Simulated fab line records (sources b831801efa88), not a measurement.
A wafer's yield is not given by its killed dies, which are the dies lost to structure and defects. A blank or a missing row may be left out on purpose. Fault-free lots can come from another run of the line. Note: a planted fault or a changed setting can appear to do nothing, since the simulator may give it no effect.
What tool caused it?    flow gf180mcu    42 wafers from 14 lots sampled at 6 of the route's 602 steps

## WHAT THE GAUGES SHOWED, per wafer
GF_V1_BOW_MEAS_05. Usual: for V1_BOW the level is 84 um and the standard deviation is 7.6.
lot   measured      on            V1_BOW (um)  flag
L884  day 17 19:44  filmMetro-01  74 72 72     
L883  day 18 00:07  filmMetro-01  93 97 90     
L885  day 18 04:32  filmMetro-03  74 70 69     
L886  day 18 18:24  filmMetro-03  85 90 91     
L887  day 19 03:35  filmMetro-01  85 79 84     
L891  day 20 14:47  filmMetro-03  90 87 92     
L892  day 20 23:32  filmMetro-04  71 84 80     
L893  day 21 05:56  filmMetro-03  74 77 77     
L897  day 23 01:15  filmMetro-04  86 74 77     
L899  day 23 09:49  filmMetro-04  84 81 89     
L901  day 24 05:28  filmMetro-03  81 88 81     
L903  day 24 13:39  filmMetro-03  89 97 87     
L904  day 25 06:55  filmMetro-03  85 91 79     
L905  day 25 08:08  filmMetro-03  75 85 81     

GF_M3_RS_MEAS_05: uses a four-point probe to measure. Usual: for M3_ALCU_RS the level is 0.0700 ohm/sq and the standard deviation is 0.0007.
lot   measured      on            M3_ALCU_RS (ohm/sq)   flag
L884  day 21 00:49  filmMetro-03  0.0704 0.0705 0.0708  
L883  day 21 04:35  filmMetro-03  0.0696 0.0705 0.0706  
L885  day 21 09:45  filmMetro-01  0.0704 0.0710 0.0698  
L886  day 22 01:25  filmMetro-02  0.0689 0.0706 0.0700  
L887  day 22 09:26  filmMetro-03  0.0694 0.0698 0.0689  
L891  day 23 17:49  filmMetro-01  0.0713 0.0709 0.0701  
L897  day 26 00:43  filmMetro-02  0.0687 0.0695 0.0685  
L899  day 26 07:46  filmMetro-02  0.0698 0.0696 0.0703  
L901  day 27 02:07  filmMetro-02  0.0691 0.0698 0.0702  
L903  day 27 08:51  filmMetro-01  0.0706 0.0705 0.0710  
L904  day 28 00:36  filmMetro-03  0.0696 0.0698 0.0705  
L905  day 28 02:41  filmMetro-01  0.0696 0.0708 0.0706  

## WHAT TOOL EACH LOT RAN ON (gives the tool, then ch and the chambers of the sampled wafers, and finally the start)
lot   GF_M2_SPUTTER_01             GF_V2_ETCH_16                      GF_V2_ETCH_17                                 GF_V2_STRIP_18
L884  pvdSputter-02, day 18 21:10  rieDiel-03 ch 1,2,3, day 20 23:13  rieDiel-03 ch 1,2,3, day 20 23:20 or earlier  plasmaAsher-01 ch 0,1, day 20 23:20
L883  pvdSputter-03, day 19 01:11  rieDiel-01 ch 0,1,3, day 21 03:01  rieDiel-01 ch 0,1,3, day 21 03:09 or earlier  plasmaAsher-03 ch 0,1, day 21 03:09
L885  pvdSputter-03, day 19 06:10  rieDiel-02 ch 0,1,3, day 21 07:49  rieDiel-02 ch 0,1,3, day 21 07:57 or earlier  plasmaAsher-01 ch 0,1, day 21 07:57
L886  pvdSputter-01, day 19 20:40  rieDiel-03 ch 0,2,3, day 21 23:28  rieDiel-03 ch 0,2,3, day 21 23:35 or earlier  plasmaAsher-04 ch 0,1, day 21 23:35
L887  pvdSputter-01, day 20 05:58  rieDiel-03 ch 1,2, day 22 07:31    rieDiel-03 ch 1,2, day 22 07:38 or earlier    plasmaAsher-03 ch 0, day 22 07:38
L891  pvdSputter-03, day 21 16:43  rieDiel-03 ch 0,2,3, day 23 16:13  rieDiel-03 ch 0,2,3, day 23 16:20 or earlier  plasmaAsher-03 ch 0,1, day 23 16:20
L892  pvdSputter-02, day 22 01:22  rieDiel-03 ch 0,1,2, day 24 01:13  rieDiel-03 ch 0,1,2, day 24 01:20 or earlier  plasmaAsher-03 ch 0,1, day 24 01:20
L893  pvdSputter-01, day 22 07:24  rieDiel-03 ch 0,1,3, day 24 06:40  rieDiel-03 ch 0,1,3, day 24 06:47 or earlier  plasmaAsher-04 ch 0,1, day 24 06:47
L897  pvdSputter-03, day 24 01:43  rieDiel-01 ch 2,3, day 25 23:07    rieDiel-01 ch 2,3, day 25 23:14 or earlier    plasmaAsher-03 ch 0,1, day 25 23:14
L899  pvdSputter-01, day 24 10:11  rieDiel-02 ch 0,2,3, day 26 06:10  rieDiel-02 ch 0,2,3, day 26 06:17 or earlier  plasmaAsher-04 ch 0,1, day 26 06:17
L901  pvdSputter-03, day 25 04:29  rieDiel-02 ch 0,1,3, day 27 00:31  rieDiel-02 ch 0,1,3, day 27 00:38 or earlier  plasmaAsher-03 ch 0,1, day 27 00:38
L903  pvdSputter-01, day 25 12:32  rieDiel-02 ch 0,2, day 27 07:04    rieDiel-02 ch 0,2, day 27 07:11 or earlier    plasmaAsher-03 ch 0,1, day 27 07:11
L904  pvdSputter-03, day 26 05:16  rieDiel-01 ch 0,2,3, day 27 23:01  rieDiel-01 ch 0,2,3, day 27 23:08 or earlier  plasmaAsher-04 ch 0,1, day 27 23:08
L905  pvdSputter-01, day 26 06:56  rieDiel-02 ch 0,2,3, day 28 00:43  rieDiel-02 ch 0,2,3, day 28 00:50 or earlier  plasmaAsher-01 ch 0,1, day 28 00:50
- GF_M2_SPUTTER_01: material TiN, target thk 30 nm, time 25 s.
- GF_V2_ETCH_16: etches BARC in N2/H2.
- GF_V2_ETCH_17: etches SiO2 in C4F8/O2/Ar, stops on TiN, target depth 630 nm.
- GF_V2_STRIP_18: strips in O2/N2.

## WHAT THE TOOLS THEMSELVES READ (means of the sampled wafers that have a number; where no wafer has one, the mark that the record gives instead)
GF_M2_SPUTTER_01. Usual: throttleValvePct reads 29.7 % (standard deviation 1.2).
lot   tool           throttleValvePct (%)  flag
L884  pvdSputter-02  29.9                  
L883  pvdSputter-03  29.8                  
L885  pvdSputter-03  29.4                  
L886  pvdSputter-01  29.4                  
L887  pvdSputter-01  28.5                  
L891  pvdSputter-03  30.6                  
L892  pvdSputter-02  29.4                  
L893  pvdSputter-01  29.2                  
L897  pvdSputter-03  29.4                  
L899  pvdSputter-01  29.6                  
L901  pvdSputter-03  29.4                  
L903  pvdSputter-01  29.1                  
L904  pvdSputter-03  29.9                  
L905  pvdSputter-01  29.0                  

GF_V2_ETCH_16. Usual: biasW 100.02 W, standard deviation 0.3; chamberPressureMTorr 29.999 mTorr, standard deviation 0.028; drypumpMotorCurrentA 5.8 A, standard deviation 0.32; oesProductAu 0.856 a.u., standard deviation 0.0051; throttleValvePct 13.225 %, standard deviation 0.0084.
lot   tool        biasW (W)  chamberPressureMTorr (mTorr)  drypumpMotorCurrentA (A)  oesProductAu (a.u.)  throttleValvePct (%)  flag
L884  rieDiel-03  100.18     30.019                        5.6                       0.855                13.224                
L883  rieDiel-01  99.91      30.021                        5.9                       0.854                13.223                
L885  rieDiel-02  100.24     29.974                        5.7                       0.855                13.223                
L886  rieDiel-03  99.87      30.010                        5.8                       0.856                13.207                
L887  rieDiel-03  99.97      30.015                        5.7                       0.852                13.223                
L891  rieDiel-03  100.29     30.016                        5.7                       0.851                13.226                
L892  rieDiel-03  -          -                             -                         -                    -                     OFF
L893  rieDiel-03  -          -                             -                         -                    -                     OFF
L897  rieDiel-01  99.79      30.002                        5.9                       0.852                13.221                
L899  rieDiel-02  100.13     29.998                        5.7                       0.857                13.226                
L901  rieDiel-02  100.08     30.004                        5.7                       0.857                13.224                
L903  rieDiel-02  100.35     29.998                        5.7                       0.859                13.233                
L904  rieDiel-01  100.15     30.021                        5.9                       0.860                13.229                
L905  rieDiel-02  100.30     30.002                        5.7                       0.852                13.230                

GF_V2_ETCH_17. Usual: biasW 1200 W, standard deviation 3.6; chamberPressureMTorr 40.00 mTorr, standard deviation 0.035; oesProductAu 0.856 a.u., standard deviation 0.005.
lot   tool        biasW (W)  chamberPressureMTorr (mTorr)  oesProductAu (a.u.)  flag
L884  rieDiel-03  1204       39.99                         0.857                
L883  rieDiel-01  1201       40.00                         0.859                
L885  rieDiel-02  1199       40.00                         0.857                
L886  rieDiel-03  1202       40.02                         0.859                
L887  rieDiel-03  1198       39.99                         0.857                
L891  rieDiel-03  1202       40.00                         0.857                
L892  rieDiel-03  1199       40.00                         0.378                OFF
L893  rieDiel-03  1200       40.00                         0.369                OFF
L897  rieDiel-01  1198       40.02                         0.858                
L899  rieDiel-02  1201       40.01                         0.856                
L901  rieDiel-02  1201       40.00                         0.855                
L903  rieDiel-02  1196       39.99                         0.858                
L904  rieDiel-01  1200       39.97                         0.856                
L905  rieDiel-02  1197       39.97                         0.857                

GF_V2_STRIP_18. Usual: drypumpMotorCurrentA 5.7 A, standard deviation 0.69; heaterPowerW 334 W, standard deviation 19; oesProductAu 0.589 a.u., standard deviation 0.005.
lot   tool            drypumpMotorCurrentA (A)  heaterPowerW (W)  oesProductAu (a.u.)  flag
L884  plasmaAsher-01  6.2                       350               0.592                
L883  plasmaAsher-03  5.4                       334               0.590                
L885  plasmaAsher-01  5.6                       329               0.588                
L886  plasmaAsher-04  6.1                       330               0.584                
L887  plasmaAsher-03  5.3                       349               0.589                
L891  plasmaAsher-03  5.4                       342               0.592                
L892  plasmaAsher-03  5.5                       333               0.608                OFF
L893  plasmaAsher-04  5.5                       324               0.611                OFF
L897  plasmaAsher-03  5.6                       331               0.583                
L899  plasmaAsher-04  6.1                       326               0.587                
L901  plasmaAsher-03  5.5                       333               0.583                
L903  plasmaAsher-03  5.4                       341               0.588                
L904  plasmaAsher-04  5.5                       327               0.588                
L905  plasmaAsher-01  5.6                       329               0.591                

## THE ANSWER, worked out from the rows above alone
Rule: a lot is off if the mean of its wafers that have a number lies more than 3 standard deviations from the usual mean. A lot without any number at a reading at which 4 lots or more have one is off too. All remaining lots with rows at the step are treated as sound. After the gauges, taken in route order, come the tools' own readings; for these a lot's mean is taken, as printed above. The first step at which some lot is off is used, and at that step the reading that is off furthest; a lot without a number counts as furthest.
Off at GF_V2_ETCH_16 (biasW): L892, L893. Without a number there: L892, L893.
If a tool, at that step or one of the process steps before it, ran each lot that is off and ran no sound lot following the first of them, it fits. One fits: rieDiel-03 at GF_V2_ETCH_16. Its last sound lot is L891 (day 23 16:13), its first lot that is off L892 (day 24 01:13): a fault that began between those two fits.
Blank at GF_V2_ETCH_16 on the lots that are off, where sound lots have numbers: biasW, chamberPressureMTorr, drypumpMotorCurrentA, oesProductAu, throttleValvePct.

## WHAT THE SIMULATOR PUT IN
Whole step skipped at GF_V2_ETCH_16 on rieDiel-03, starting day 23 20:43. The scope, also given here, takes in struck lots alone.
Lots struck among those shown: L892, L893. The rule above found the same.
